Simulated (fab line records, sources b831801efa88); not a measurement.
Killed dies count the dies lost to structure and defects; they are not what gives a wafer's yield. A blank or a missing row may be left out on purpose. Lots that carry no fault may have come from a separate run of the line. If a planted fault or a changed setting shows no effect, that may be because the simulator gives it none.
Struck lot and sound lot, side by side + flow sky130 + 24 steps out of a route of 708
Sound: these wafers, L906.2, L906.3, L906.6. Struck: wafers L900.1, L900.2. The cause is given at the end.
Per side, at each step with rows, come the tool, then ch with its chambers, and then its first start. Under that, the readings that differ: sound wafers + struck wafers + difference of the means + sigmas: that difference in standard deviations of wafers without a fault.
alike: readings with means less than 2 such deviations apart, plus words and numbers identical on both sides. not compared: withheld readings, readings lacking a value on some wafer, bounds such as >300 that could conceal the same value, and numbers that have no deviation in the record and whose values overlap.
The two part at a step that has a row with sigmas, a row that says differs or no value, or rows on one side only. Numbers that have no deviation but don't overlap get no sigmas and don't part them. A reading that every wafer of one side lacks parts them only if that side has two wafers or more.

first, 8 steps without rows for these wafers: SKY_RES_XHIGH_DEHYDRATE_00 (time 60 s); SKY_RES_XHIGH_HMDS_01 (prime time 60 s); SKY_RES_XHIGH_COAT_02 (resist thk 1140 nm); SKY_RES_XHIGH_SOFTBAKE_03 (time 60 s); SKY_RES_XHIGH_EXPOSE_04 (exposes mask URPM, target cd 1270 nm); SKY_RES_XHIGH_PEB_05; SKY_RES_XHIGH_DEVELOP_06 (develop time 60 s); SKY_RES_XHIGH_IMPLANT_07.
SKY_RES_XHIGH_STRIP_08: strips in O2/N2.
  sound on plasmaAsher-01 ch 0, day 32 08:35; struck on plasmaAsher-01 ch 0,1, day 30 14:54
| reading                  | sound             | struck      | difference | sigmas |
|--------------------------|-------------------|-------------|------------|--------|
| stripTimeToEndpointS (s) | 14.27 14.26 14.24 | 14.32 14.34 | +0.07      | +2     |
  alike: drypumpMotorCurrentA, oesProductAu
  not compared: rfHoursCounterH
SKY_RES_XHIGH_TW_MEAS_09:
  struck on filmMetro-04, day 30 15:00; sound on filmMetro-04, day 32 08:42
| reading      | sound          | struck    | difference | sigmas |
|--------------|----------------|-----------|------------|--------|
| RES_XHIGH_TW | 1645 1639 1646 | 1616 1610 | -30        | -3     |
then, 2 steps without rows for these wafers: SKY_SD_N_DEHYDRATE_00 (time 60 s); SKY_SD_N_HMDS_01 (prime time 60 s).
SKY_SD_N_COAT_02: resist thk 1140 nm.
  sound on lithoTrack-04 ch 0, day 32 22:22; struck on lithoTrack-03 ch 0, day 31 04:35
| reading                                  | sound          | struck    | difference | sigmas |
|------------------------------------------|----------------|-----------|------------|--------|
| model.NOVOLAK_of_SD_N_COAT_02.thkNm (nm) | 1140 1139 1139 | 1024 1022 | -116       |        |
  alike: resistLineTempC
then, 3 steps without rows for these wafers: SKY_SD_N_SOFTBAKE_03 (time 60 s); SKY_SD_N_EXPOSE_04 (exposes mask NSDM, target cd 380 nm); SKY_SD_N_PEB_05.
SKY_SD_N_DEVELOP_06: develop time 60 s.
  sound on lithoTrack-04 ch 0, day 33 11:13; struck on lithoTrack-03 ch 0, day 31 18:41
| reading                                  | sound          | struck    | difference | sigmas |
|------------------------------------------|----------------|-----------|------------|--------|
| model.NOVOLAK_of_SD_N_COAT_02.thkNm (nm) | 1140 1138 1138 | 1024 1021 | -116       |        |
  alike: resistLineTempC
SKY_SD_N_CD_MEAS_07: target cd 380 nm.
  struck on cdSem-02, day 31 19:16; sound on cdSem-01, day 33 11:28
| reading   | sound             | struck      | difference | sigmas |
|-----------|-------------------|-------------|------------|--------|
| cdNm (nm) | 378.8 381.8 381.3 | 392.5 393.1 | +12.2      | +6     |
  not compared: hold
SKY_SD_N_OVL_MEAS_08:
  struck on overlay-02, day 32 00:06; sound on overlay-02, day 33 11:35
| reading       | sound       | struck                                          | difference                   | sigmas |
|---------------|-------------|-------------------------------------------------|------------------------------|--------|
| hold          | - - -       | awaitDispo/4.7h/release awaitDispo/4.7h/release | no value on the sound wafers |        |
| SD_N_OVL (nm) | 5.1 0.0 2.4 | -0.1 -0.4                                       | -2.8                         | -2     |
then, 2 steps without rows for these wafers: SKY_SD_N_IMPLANT_09; SKY_SD_N_IMPLANT_10.
SKY_SD_N_STRIP_11: strips in O2/N2.
  sound on plasmaAsher-02 ch 0,1, day 33 11:55; struck on plasmaAsher-02 ch 0,1, day 32 00:26
| reading                  | sound             | struck      | difference | sigmas |
|--------------------------|-------------------|-------------|------------|--------|
| oesProductAu (a.u.)      | 0.530 0.521 0.538 | 0.521 0.512 | -0.013     | -3     |
| stripTimeToEndpointS (s) | 22.56 22.52 22.52 | 21.26 21.24 | -1.28      | -35    |
  alike: drypumpMotorCurrentA
  not compared: rfHoursCounterH
SKY_SD_N_TW_MEAS_12:
  struck on filmMetro-04, day 32 00:32; sound on filmMetro-04, day 33 12:01
  alike: SD_N_TW
SKY_PAD_OPEN_PROBE_99:
  the record has rows for the sound wafers here (prober-02, day 49 23:24) and none for the struck ones

WHERE THEY PART
Earliest at SKY_RES_XHIGH_STRIP_08; latest, in this record, at SKY_PAD_OPEN_PROBE_99.

WHY: whatever the simulator had introduced
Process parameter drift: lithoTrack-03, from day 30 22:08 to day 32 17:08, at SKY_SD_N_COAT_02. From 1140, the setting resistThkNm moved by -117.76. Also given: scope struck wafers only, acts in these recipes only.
